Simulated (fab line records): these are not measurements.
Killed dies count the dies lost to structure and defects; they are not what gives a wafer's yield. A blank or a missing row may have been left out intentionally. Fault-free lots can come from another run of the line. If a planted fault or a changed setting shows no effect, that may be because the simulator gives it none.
Which tool did it? || flow gf180mcu || 12 lots, 36 wafers sampled, at 1 step of a route of 602

== WHAT EACH GAUGE READ, for each wafer ==
GF_STI_CD_MEAS_12 targets a cd of 220 nm.
{"lot": "L075", "measured": "day 2 06:59", "on": "cd sem-01", "cd nm (nm)": "221.9 221.8 222.3"}
{"lot": "L077", "measured": "day 2 17:31", "on": "cd sem-02", "cd nm (nm)": "219.4 220.0 221.5"}
{"lot": "L079", "measured": "day 3 03:37", "on": "cd sem-01", "cd nm (nm)": "221.7 220.4 220.9"}
{"lot": "L081", "measured": "day 3 15:58", "on": "cd sem-01", "cd nm (nm)": "218.4 218.8 218.3"}
{"lot": "L083", "measured": "day 4 00:46", "on": "cd sem-02", "cd nm (nm)": "219.5 219.6 220.1"}
{"lot": "L085", "measured": "day 4 11:47", "on": "cd sem-02", "cd nm (nm)": "219.3 220.0 218.9"}
{"lot": "L087", "measured": "day 4 19:37", "on": "cd sem-02", "cd nm (nm)": "220.8 218.9 219.6"}
{"lot": "L089", "measured": "day 5 07:52", "on": "cd sem-02", "cd nm (nm)": "219.6 220.4 219.3"}
{"lot": "L091", "measured": "day 5 17:25", "on": "cd sem-02", "cd nm (nm)": "221.1 219.0 219.1"}
{"lot": "L093", "measured": "day 6 02:29", "on": "cd sem-02", "cd nm (nm)": "221.6 221.1 220.8"}
{"lot": "L095", "measured": "day 6 13:26", "on": "cd sem-01", "cd nm (nm)": "220.6 220.3 220.1"}
{"lot": "L097", "measured": "day 7 00:12", "on": "cd sem-01", "cd nm (nm)": "220.4 219.8 220.7"}

== TOOL THAT RAN EACH LOT (tool first, then ch and the chambers of the sampled wafers, then the start) ==
The record holds no process step before these readings.

== THE ANSWER, worked out from the rows above alone ==
Rule: what is usual is taken from the lots themselves. Put in order of their means at a reading, lots are off if they are a third of the lots or fewer, leave a main group of 4 or more, and stand apart from it by a gap of 3 or more times the standard deviation of the main group's means; of several such gaps the widest counts. A main group whose means are all the same, to the digits that the tables above print for the reading, isn't used. A lot without any number at a reading at which 4 lots or more have one is off too. Any other lot the step has rows for is counted as sound.
None of the lots is off at any reading shown; this tells nothing.

== WHAT THE SIMULATOR HAD PUT IN ==
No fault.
